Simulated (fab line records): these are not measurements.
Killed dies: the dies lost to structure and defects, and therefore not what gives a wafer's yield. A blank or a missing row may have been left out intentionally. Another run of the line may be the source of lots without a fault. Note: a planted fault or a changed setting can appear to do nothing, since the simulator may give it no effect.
Struck lot and sound lot, side by side + flow sfq_line + 42 out of 325 route steps
Sound: these wafers, L469.1, L469.4, L469.5. Struck: wafers L478.1, L478.6. (L478.2 of the same lot was not struck and is left out.) The cause comes at the end.
For every step that has rows: the tool of each side, followed by ch and its chambers, followed by its first start. Under that, the readings that differ: sound wafers + struck wafers + difference of the means + sigmas: that difference in standard deviations of wafers without a fault.
alike: readings whose means differ by less than 2 such deviations, and words and numbers that are the same on both sides. not compared: withheld readings, readings that some wafer has no value for, bounds like >300 that may hide the same value, and numbers for which the record gives no deviation and whose values overlap.
Wherever a step has rows on one side only, a row that says differs or no value, or a row with sigmas, the two part there. When numbers do not overlap yet have no deviation, they are printed without sigmas and do not part them. Lack of a reading on every wafer of one side parts them only where that side has two or more wafers.

first, 6 steps without rows for these wafers: SFQ_TRILAYER_I3_VIA_LITHO_COAT_090 (resist thk 62 nm); SFQ_TRILAYER_I3_VIA_LITHO_COAT_085 (resist thk 650 nm); SFQ_TRILAYER_I3_VIA_LITHO_SOFTBAKE_089; SFQ_TRILAYER_I3_VIA_LITHO_EXPOSE_086 (exposes mask I3, target cd 500 nm); SFQ_TRILAYER_I3_VIA_LITHO_PEB_088 (peb time 60 s); SFQ_TRILAYER_I3_VIA_LITHO_DEVELOP_087 (time 60 s).
SFQ_I3_OVL_MEAS_923:
  sound on overlay-01, day 41 01:24; struck on overlay-01, day 50 00:14
  alike: I3_OVL
then, 2 steps without rows for these wafers: SFQ_TRILAYER_I3_VIA_BARC_OPEN_VIA_ETCH_121 (etches BARC in O2, target depth 125 nm, time 41.7 s); SFQ_TRILAYER_I3_VIA_ETCH_VIA_ETCH_088 (etches SiO2 in CHF3, stops on Nb, target depth 260 nm).
SFQ_TRILAYER_I3_VIA_STRIP_STRIP_089: strips in O2.
  sound on rie_metal-02 ch 1, day 41 01:35; struck on rie_metal-04 ch 0,1, day 50 00:25
| reading                     | sound       | struck  | difference | sigmas |
|-----------------------------|-------------|---------|------------|--------|
| drypump_motor_current_A (A) | 6.8 6.8 6.8 | 5.6 6.3 | -0.9       | -2     |
  alike: he_backside_leak_sccm, oes_product_au
  not compared: rf_hours_counter_h
then, 2 steps without rows for these wafers: SFQ_TRILAYER_I3_VIA_STRIP_SOLV_CLEAN_090 (cleans in NMP, time 600 s); SFQ_TRILAYER_M4_DEP_PRE_CLEAN_092 (time 22.5 s).
SFQ_TRILAYER_M4_DEP_SPUTTER_091: material Nb, target thk 200 nm, time 133.3 s.
  sound on pvd_sputter-04, day 41 02:25; struck on pvd_sputter-05, day 50 01:13
| reading                                             | sound             | struck      | difference | sigmas |
|-----------------------------------------------------|-------------------|-------------|------------|--------|
| model.Nb_of_TRILAYER_M4_DEP_SPUTTER_091.thk_nm (nm) | 197.7 197.9 196.4 | 208.4 208.1 | +10.9      |        |
  alike: throttle_valve_pct
SFQ_M4_RS_MEAS_924: a four-point-probe measurement.
  sound on film_metro-01, day 41 02:30; struck on film_metro-03, day 50 01:19
| reading           | sound             | struck      | difference | sigmas |
|-------------------|-------------------|-------------|------------|--------|
| M4_NB_RS (ohm/sq) | 0.899 0.899 0.907 | 0.853 0.854 | -0.048     | -5     |
then, 6 steps without rows for these wafers: SFQ_TRILAYER_M4_LITHO_COAT_098 (resist thk 62 nm); SFQ_TRILAYER_M4_LITHO_COAT_093 (resist thk 600 nm); SFQ_TRILAYER_M4_LITHO_SOFTBAKE_097; SFQ_TRILAYER_M4_LITHO_EXPOSE_094 (exposes mask M4, target cd 500 nm); SFQ_TRILAYER_M4_LITHO_PEB_096 (peb time 60 s); SFQ_TRILAYER_M4_LITHO_DEVELOP_095 (time 60 s).
-- the record jumps here: 6 days lie between the struck wafers' starts before and after --
SFQ_M4_OVL_MEAS_926:
  sound on overlay-02, day 46 21:22; struck on overlay-01, day 55 13:59
  alike: M4_OVL
SFQ_TRILAYER_M4_BARC_OPEN_METAL_ETCH_123: etches BARC in O2, target depth 125 nm, time 41.7 s.
  sound on rie_metal-02 ch 0,1, day 46 21:25; struck on rie_metal-02 ch 0, day 55 14:01
  alike: drypump_motor_current_A, he_backside_leak_sccm, oes_product_au
  not compared: rf_hours_counter_h
SFQ_TRILAYER_M4_ETCH_METAL_ETCH_096: etches Nb in Cl2/Ar, stops on SiO2, target depth 240 nm, time 120 s.
  sound on rie_metal-02 ch 0,1, day 46 21:28; struck on rie_metal-02 ch 0, day 55 14:04
| reading                        | sound             | struck      | difference | sigmas |
|--------------------------------|-------------------|-------------|------------|--------|
| oes_product_au (a.u.)          | 0.889 0.887 0.877 | 0.917 0.922 | +0.035     | +4     |
| model.etch.depth_nm (nm)       | 197.7 197.9 196.4 | 208.4 208.1 | +10.9      |        |
| model.M4.feature_depth_nm (nm) | 197.7 197.9 196.4 | 208.4 208.1 | +10.9      |        |
  alike: drypump_motor_current_A, he_backside_leak_sccm
  not compared: rf_hours_counter_h
SFQ_TRILAYER_M4_STRIP_STRIP_097: strips in O2.
  sound on rie_metal-02 ch 0,1, day 46 21:35; struck on rie_metal-02 ch 0, day 55 14:12
  alike: drypump_motor_current_A, he_backside_leak_sccm, oes_product_au
  not compared: rf_hours_counter_h
then, 3 steps without rows for these wafers: SFQ_TRILAYER_M4_STRIP_SOLV_CLEAN_098 (cleans in NMP, time 600 s); SFQ_TRILAYER_I4_DEP_PECVD_099 (deposits SiO2 from SiH4/N2O, time 111.11 s, target thk 500 nm); SFQ_TRILAYER_I4_CMP_CMP_100 (polishes SiO2).
SFQ_I4_BOW_MEAS_927:
  sound on film_metro-04, day 47 01:29; struck on film_metro-04, day 56 05:57
  alike: I4_BOW
SFQ_TRILAYER_I4_METRO_MEASURE_101:
  sound on film_metro-04, day 47 01:36; struck on film_metro-04, day 56 06:04
  alike: thk_nm
then, 6 steps without rows for these wafers: SFQ_TRILAYER_I4_VIA_LITHO_COAT_108 (resist thk 62 nm); SFQ_TRILAYER_I4_VIA_LITHO_COAT_103 (resist thk 650 nm); SFQ_TRILAYER_I4_VIA_LITHO_SOFTBAKE_107; SFQ_TRILAYER_I4_VIA_LITHO_EXPOSE_104 (exposes mask I4, target cd 700 nm); SFQ_TRILAYER_I4_VIA_LITHO_PEB_106 (peb time 60 s); SFQ_TRILAYER_I4_VIA_LITHO_DEVELOP_105 (time 60 s).
SFQ_I4_OVL_MEAS_928:
  sound on overlay-02, day 47 05:03; struck on overlay-01, day 56 15:17
  alike: I4_OVL
then, 2 steps without rows for these wafers: SFQ_TRILAYER_I4_VIA_BARC_OPEN_VIA_ETCH_146 (etches BARC in O2, target depth 125 nm, time 41.7 s); SFQ_TRILAYER_I4_VIA_ETCH_VIA_ETCH_106 (etches SiO2 in CHF3, stops on Nb, target depth 260 nm).
SFQ_TRILAYER_I4_VIA_STRIP_STRIP_107: strips in O2.
  sound on rie_metal-02 ch 0,1, day 47 05:14; struck on rie_metal-02 ch 0,1, day 56 15:28
  alike: drypump_motor_current_A, he_backside_leak_sccm, oes_product_au
  not compared: rf_hours_counter_h
then, 2 steps without rows for these wafers: SFQ_TRILAYER_I4_VIA_STRIP_SOLV_CLEAN_108 (cleans in NMP, time 600 s); SFQ_TRILAYER_JJ_TRILAYER_DEP_PRE_CLEAN_113 (time 22.5 s).
-- the record jumps here: 34 days lie between the struck wafers' starts before and after --
SFQ_M8_BOW_MEAS_951:
  sound on film_metro-02, day 88 03:50; struck on film_metro-03, day 90 10:11
| reading                 | sound             | struck        | difference | sigmas |
|-------------------------|-------------------|---------------|------------|--------|
| model.etest.m4.ohm_um   | 1.798 1.804 1.817 | 1.709 1.712   | -0.096     |        |
| model.etest.i3.link_ohm | 1.979 1.977 1.981 | 1.919 1.926   | -0.057     |        |
| model.etest.m4.ohm_sq   | 0.9007 0.9 0.9066 | 0.8544 0.8556 | -0.0474    |        |
| model.etest.i4.link_ohm | 2.177 2.175 2.171 | 2.147 2.156   | -0.023     |        |
  alike: M8_BOW

WHERE THEY PART
First at SFQ_TRILAYER_I3_VIA_STRIP_STRIP_089; last, within this record, at SFQ_TRILAYER_M4_ETCH_METAL_ETCH_096. Later steps at which nothing parts them and some readings are alike: SFQ_TRILAYER_M4_STRIP_STRIP_097, SFQ_I4_BOW_MEAS_927, SFQ_TRILAYER_I4_METRO_MEASURE_101, SFQ_I4_OVL_MEAS_928, SFQ_TRILAYER_I4_VIA_STRIP_STRIP_107, SFQ_M8_BOW_MEAS_951.

WHY: what the simulator had put in
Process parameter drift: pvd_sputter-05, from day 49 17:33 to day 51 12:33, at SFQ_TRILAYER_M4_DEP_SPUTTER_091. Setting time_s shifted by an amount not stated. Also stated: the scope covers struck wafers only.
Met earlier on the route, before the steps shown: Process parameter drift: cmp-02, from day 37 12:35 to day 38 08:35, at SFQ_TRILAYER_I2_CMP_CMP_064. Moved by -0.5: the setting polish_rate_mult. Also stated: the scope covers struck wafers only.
